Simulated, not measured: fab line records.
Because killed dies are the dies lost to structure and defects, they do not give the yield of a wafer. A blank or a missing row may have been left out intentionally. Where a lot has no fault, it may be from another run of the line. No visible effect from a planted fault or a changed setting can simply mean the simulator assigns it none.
Which tool was responsible? || flow gf180mcu || 12 lots, 36 wafers sampled, at 1 step of a route of 602

## WHAT THE GAUGES SHOWED, per wafer
GF_HV_LDD_CD_MEAS_31: the cd target is 400 nm.
{"lot": "L075", "measured": "day 11 20:46", "on": "cd sem-01", "cd nm (nm)": "403.5 401.5 401.9"}
{"lot": "L077", "measured": "day 12 08:19", "on": "cd sem-02", "cd nm (nm)": "401.5 400.1 400.5"}
{"lot": "L079", "measured": "day 12 23:09", "on": "cd sem-02", "cd nm (nm)": "400.1 398.8 402.1"}
{"lot": "L081", "measured": "day 13 15:59", "on": "cd sem-02", "cd nm (nm)": "399.2 401.2 399.9"}
{"lot": "L083", "measured": "day 14 06:10", "on": "cd sem-01", "cd nm (nm)": "399.4 398.5 397.0"}
{"lot": "L085", "measured": "day 15 00:37", "on": "cd sem-01", "cd nm (nm)": "399.9 399.0 397.7"}
{"lot": "L087", "measured": "day 15 11:04", "on": "cd sem-02", "cd nm (nm)": "398.8 401.9 400.5"}
{"lot": "L089", "measured": "day 16 15:58", "on": "cd sem-02", "cd nm (nm)": "401.5 398.6 399.7"}
{"lot": "L091", "measured": "day 17 12:22", "on": "cd sem-01", "cd nm (nm)": "398.1 395.5 396.9"}
{"lot": "L093", "measured": "day 18 05:11", "on": "cd sem-02", "cd nm (nm)": "400.2 396.1 398.9"}
{"lot": "L094", "measured": "day 18 07:40", "on": "cd sem-02", "cd nm (nm)": "397.8 398.4 398.5"}
{"lot": "L097", "measured": "day 19 06:17", "on": "cd sem-02", "cd nm (nm)": "400.4 399.2 398.6"}

## WHICH TOOL RAN EACH LOT (tool, then ch and the chambers of the sampled wafers, then the start)
No process step before these readings appears in the record.

## THE ANSWER, worked out from the rows above alone
Rule: the usual values come from the lots themselves. Put in order of their means at a reading, lots are off if they are a third of the lots or fewer, leave a main group of 4 or more, and stand apart from it by a gap of 3 or more times the standard deviation of the main group's means; of several such gaps the widest counts. Not used: any main group whose means are identical at the precision the tables above print for the reading. Also off: a lot with no number at a reading for which 4 or more lots have one. Where the step has rows for the other lots, those lots are counted as sound.
Nothing can be told from this: no lot is off at any reading shown.

## WHAT HAD BEEN PUT IN BY THE SIMULATOR
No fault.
